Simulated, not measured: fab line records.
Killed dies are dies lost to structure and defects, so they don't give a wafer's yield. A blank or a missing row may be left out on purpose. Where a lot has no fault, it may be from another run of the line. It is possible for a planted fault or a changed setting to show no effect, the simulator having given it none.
The tool behind it: which one? || flow sky130 || 11 lots with 33 wafers sampled at 3 steps, on a route of 708 steps

== WHAT THE GAUGES SHOWED, per wafer ==
SKY_PASSIVATION_THK_MEAS_01.
{"lot": "L316", "measured": "day 44 06:41", "on": "film-metro-02", "PASSIVATION_CVD_00_THK (nm)": "88.4 89.6 91.2"}
{"lot": "L319", "measured": "day 45 00:14", "on": "film-metro-02", "PASSIVATION_CVD_00_THK (nm)": "88.5 91.0 89.5"}
{"lot": "L320", "measured": "day 46 05:41", "on": "film-metro-01", "PASSIVATION_CVD_00_THK (nm)": "88.2 88.7 90.1"}
{"lot": "L323", "measured": "day 47 11:16", "on": "film-metro-03", "PASSIVATION_CVD_00_THK (nm)": "90.6 90.7 91.8"}
{"lot": "L327", "measured": "day 47 21:35", "on": "film-metro-03", "PASSIVATION_CVD_00_THK (nm)": "90.1 88.6 92.2"}
{"lot": "L326", "measured": "day 48 04:04", "on": "film-metro-02", "PASSIVATION_CVD_00_THK (nm)": "89.5 90.4 90.0"}
{"lot": "L328", "measured": "day 48 07:59", "on": "film-metro-01", "PASSIVATION_CVD_00_THK (nm)": "88.1 89.5 89.6"}
{"lot": "L329", "measured": "day 48 09:40", "on": "film-metro-02", "PASSIVATION_CVD_00_THK (nm)": "88.5 88.0 89.7"}
{"lot": "L330", "measured": "day 48 17:04", "on": "film-metro-02", "PASSIVATION_CVD_00_THK (nm)": "89.7 90.3 91.4"}
{"lot": "L333", "measured": "day 48 19:06", "on": "film-metro-02", "PASSIVATION_CVD_00_THK (nm)": "87.9 89.0 88.9"}
{"lot": "L338", "measured": "day 49 16:47", "on": "film-metro-01", "PASSIVATION_CVD_00_THK (nm)": "88.6 90.5 90.4"}

SKY_PASSIVATION_THK_MEAS_03.
{"lot": "L316", "measured": "day 44 06:58", "on": "film-metro-02", "PASSIVATION_CVD_02_THK (nm)": "537 538 552"}
{"lot": "L319", "measured": "day 45 00:32", "on": "film-metro-01", "PASSIVATION_CVD_02_THK (nm)": "526 538 534"}
{"lot": "L320", "measured": "day 46 05:58", "on": "film-metro-03", "PASSIVATION_CVD_02_THK (nm)": "525 534 530"}
{"lot": "L323", "measured": "day 47 11:33", "on": "film-metro-02", "PASSIVATION_CVD_02_THK (nm)": "542 541 548"}
{"lot": "L327", "measured": "day 47 21:53", "on": "film-metro-01", "PASSIVATION_CVD_02_THK (nm)": "537 535 551"}
{"lot": "L326", "measured": "day 48 04:21", "on": "film-metro-03", "PASSIVATION_CVD_02_THK (nm)": "533 541 542"}
{"lot": "L328", "measured": "day 48 08:16", "on": "film-metro-02", "PASSIVATION_CVD_02_THK (nm)": "526 545 542"}
{"lot": "L329", "measured": "day 48 09:57", "on": "film-metro-03", "PASSIVATION_CVD_02_THK (nm)": "535 539 625"}
{"lot": "L330", "measured": "day 48 17:21", "on": "film-metro-03", "PASSIVATION_CVD_02_THK (nm)": "534 534 539"}
{"lot": "L333", "measured": "day 48 19:23", "on": "film-metro-03", "PASSIVATION_CVD_02_THK (nm)": "533 535 636"}
{"lot": "L338", "measured": "day 49 17:05", "on": "film-metro-01", "PASSIVATION_CVD_02_THK (nm)": "530 541 544"}

== EACH LOT AND THE TOOL THAT RAN IT (in order: tool; ch and the chambers of the sampled wafers; start) ==
{"lot": "L316", "SKY_PASSIVATION_CVD_02": "pecvd-03 ch 0,2, day 44 06:44"}
{"lot": "L319", "SKY_PASSIVATION_CVD_02": "pecvd-01 ch 0,2, day 45 00:18"}
{"lot": "L320", "SKY_PASSIVATION_CVD_02": "pecvd-04 ch 0,2, day 46 05:44"}
{"lot": "L323", "SKY_PASSIVATION_CVD_02": "pecvd-04 ch 1,2, day 47 11:19"}
{"lot": "L327", "SKY_PASSIVATION_CVD_02": "pecvd-04 ch 0,1,2, day 47 21:39"}
{"lot": "L326", "SKY_PASSIVATION_CVD_02": "pecvd-04 ch 0,2, day 48 04:07"}
{"lot": "L328", "SKY_PASSIVATION_CVD_02": "pecvd-01 ch 0,1,2, day 48 08:02"}
{"lot": "L329", "SKY_PASSIVATION_CVD_02": "pecvd-04 ch 0,1,2, day 48 09:43"}
{"lot": "L330", "SKY_PASSIVATION_CVD_02": "pecvd-03 ch 0,1, day 48 17:08"}
{"lot": "L333", "SKY_PASSIVATION_CVD_02": "pecvd-04 ch 0,1,2, day 48 19:09"}
{"lot": "L338", "SKY_PASSIVATION_CVD_02": "pecvd-03 ch 1,2, day 49 16:51"}
- SKY_PASSIVATION_CVD_02: deposits Si3N4, target thk 540 nm.

== WHAT THE TOOLS THEMSELVES READ (means of the sampled wafers that have a number; where no wafer has one, the mark that the record gives instead) ==
SKY_PASSIVATION_CVD_02.
{"lot": "L316", "tool": "pecvd-03", "heater-power-w (W)": 664}
{"lot": "L319", "tool": "pecvd-01", "heater-power-w (W)": 818}
{"lot": "L320", "tool": "pecvd-04", "heater-power-w (W)": 613}
{"lot": "L323", "tool": "pecvd-04", "heater-power-w (W)": 636}
{"lot": "L327", "tool": "pecvd-04", "heater-power-w (W)": 680}
{"lot": "L326", "tool": "pecvd-04", "heater-power-w (W)": 705}
{"lot": "L328", "tool": "pecvd-01", "heater-power-w (W)": 796}
{"lot": "L329", "tool": "pecvd-04", "heater-power-w (W)": 684}
{"lot": "L330", "tool": "pecvd-03", "heater-power-w (W)": 702}
{"lot": "L333", "tool": "pecvd-04", "heater-power-w (W)": 671}
{"lot": "L338", "tool": "pecvd-03", "heater-power-w (W)": 559}

== THE ANSWER, worked out from the rows above alone ==
Rule: what is usual is taken from the lots themselves. The widest of any qualifying gaps counts: lots, ordered by their means at a reading, are off when they make up no more than a third of the lots, leave a main group of 4 or more, and stand apart from it by 3 or more times the standard deviation of that group's means. A main group whose means are all the same, to the digits that the tables above print for the reading, isn't used. A lot without any number at a reading at which 4 lots or more have one is off too. Where the step has rows for the other lots, those lots are counted as sound. The gauges are gone through in route order, then the tools' own readings, and for those a lot's mean is taken as printed above. At the first step where some lot is off, the reading lying furthest off is the one used; lots without a number count as furthest.
Off: L329, L333, at SKY_PASSIVATION_THK_MEAS_03 (PASSIVATION_CVD_02_THK). The main group has a mean of 538 nm with a standard deviation of 4.3.
If a tool, at a process step before that reading, ran all the lots that are off and no sound lot after the first of them, it fits. Those tools and the gauges at SKY_PASSIVATION_THK_MEAS_03 are tried in the same way. One candidate fits, namely pecvd-04 at SKY_PASSIVATION_CVD_02. A fault onset in the window from L326 (day 48 04:07, its last sound lot) to L329 (day 48 09:43, its first lot off) fits.

== WHAT THE SIMULATOR HAD PUT IN ==
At SKY_PASSIVATION_CVD_02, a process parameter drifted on pecvd-04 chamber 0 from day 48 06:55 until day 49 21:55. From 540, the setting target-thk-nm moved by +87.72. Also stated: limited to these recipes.
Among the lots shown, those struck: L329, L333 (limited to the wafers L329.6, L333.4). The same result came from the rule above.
